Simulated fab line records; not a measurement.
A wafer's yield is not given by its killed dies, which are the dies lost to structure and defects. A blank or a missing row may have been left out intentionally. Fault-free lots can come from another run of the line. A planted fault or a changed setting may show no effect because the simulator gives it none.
Chamber matching | flow sky130 | SKY_VIA3_ETCH_15 on rie-diel-04: 4 sister chambers
The step etches SiO2 in C4F8/O2/Ar, stops on TiN, target depth 507 nm, time 78 s. 22 wafers are shown with their chamber, then 11 later ones without.

== EACH WAFER AND ITS CHAMBER ==
wafer  | chamber | oes-product-au (a.u.)
L074.1 | 2       | 0.943
L074.2 | 0       | 0.946
L074.3 | 3       | 0.944
L074.4 | 1       | 0.948
L074.5 | 0       | 0.947
L074.6 | 1       | 0.942
L075.2 | 2       | 0.947
L075.3 | 0       | 0.949
L075.6 | 3       | 0.945
L081.3 | 2       | 0.938
L081.4 | 0       | 0.941
L081.6 | 0       | 0.942
L083.1 | 3       | 0.945
L083.3 | 1       | 0.948
L083.6 | 3       | 0.947
L090.2 | 0       | 0.930
L090.3 | 3       | 0.949
L090.4 | 0       | 0.940
L089.1 | 1       | 0.951
L089.2 | 3       | 0.951
L089.3 | 0       | 0.936
L089.4 | 1       | 0.944

SIGNATURES (means of the wafers above)
reading        | chamber 0 | chamber 1 | chamber 2 | chamber 3 | scatter within a chamber
oes-product-au | 0.94137   | 0.94660   | 0.94267   | 0.94683   | 0.00472
Rule: a wafer's distance from a chamber is the root of the sum, over the readings, of the square of ((its reading less the chamber's mean) divided by the reading's scatter). The wafer belongs to the nearest chamber; if the next one is less than 2 further off, it can't be placed. The scatter is the square root of a quotient: the sum, over the shown wafers, of each reading's squared deviation from its chamber's mean, divided by wafers minus chambers.

== WAFERS MISSING THEIR CHAMBER ==
wafer  | oes-product-au (a.u.)
L089.5 | 0.949
L089.6 | 0.948
L092.1 | 0.951
L092.4 | 0.947
L092.5 | 0.955
L094.1 | 0.948
L094.3 | 0.955
L094.4 | 0.953
L096.3 | 0.959
L096.4 | 0.944
L096.5 | 0.949

== WHICH CHAMBER EACH ONE RAN IN ==
wafer  | from the rows above               | in truth
L089.5 | can't be placed: 3 or 1 or 2 or 0 | 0
L089.6 | can't be placed: 3 or 1 or 2 or 0 | 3
L092.1 | can't be placed: 3 or 1 or 2 or 0 | 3
L092.4 | can't be placed: 3 or 1 or 2 or 0 | 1
L092.5 | can't be placed: 3 or 1 or 2 or 0 | 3
L094.1 | can't be placed: 3 or 1 or 2 or 0 | 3
L094.3 | can't be placed: 3 or 1 or 2 or 0 | 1
L094.4 | can't be placed: 3 or 1 or 2 or 0 | 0
L096.3 | can't be placed: 3 or 1 or 2 or 0 | 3
L096.4 | can't be placed: 2 or 1 or 0 or 3 | 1
L096.5 | can't be placed: 3 or 1 or 2 or 0 | 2
Correctly placed: 0 of 11. Can't be placed from these rows: 11 (the true chamber is among the candidates in 11). Placed wrongly: 0.
